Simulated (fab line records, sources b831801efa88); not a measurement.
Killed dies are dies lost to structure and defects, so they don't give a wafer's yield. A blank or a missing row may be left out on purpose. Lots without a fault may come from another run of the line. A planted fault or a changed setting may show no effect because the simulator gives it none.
Chamber matching | flow sfq_line | SFQ_TRILAYER_I1_CMP_CMP_046 on cmp-02: 4 sister chambers
The step polishes SiO2. 4 wafers are shown with their chamber, then 8 later ones without.

WAFERS WITH THEIR CHAMBER
wafer  | chamber | motor_current_A (A)
L454.1 | 2       | 8.2
L460.5 | 1       | 9.6
L460.6 | 0       | 8.6
L469.1 | 3       | 10.1

WAFERS WITHOUT THEIR CHAMBER
wafer  | motor_current_A (A)
L469.4 | 8.5
L469.6 | 9.7
L472.2 | 9.3
L472.4 | 10.1
L472.6 | 8.0
L473.3 | 8.6
L473.1 | 8.6
L473.5 | 8.0

WHICH CHAMBER EACH WENT THROUGH
wafer  | from the rows above     | in truth
L469.4 | can't be placed: 0 or 2 | 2
L469.6 | can't be placed: 1 or 3 | 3
L472.2 | 1                       | 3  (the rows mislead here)
L472.4 | 3                       | 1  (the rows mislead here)
L472.6 | 2                       | 2
L473.3 | 0                       | 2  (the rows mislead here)
L473.1 | 0                       | 0
L473.5 | 2                       | 2
Placed correctly: 3 of 8. Can't be placed from these rows: 2 (the true chamber is among the candidates in 2). Placed wrongly: 3.
How it was worked out, from the rows above alone: a wafer's distance from a chamber is the root of the sum, over the readings, of the square of ((its reading less the chamber's mean) divided by the reading's scatter). The wafer belongs to the nearest chamber; if the next one is less than 2 further off, it can't be placed. A chamber's mean is the mean of its shown wafers. The scatter: with one shown wafer a chamber, the root of the mean of the squares of how far each hidden wafer lies from its nearest shown one.
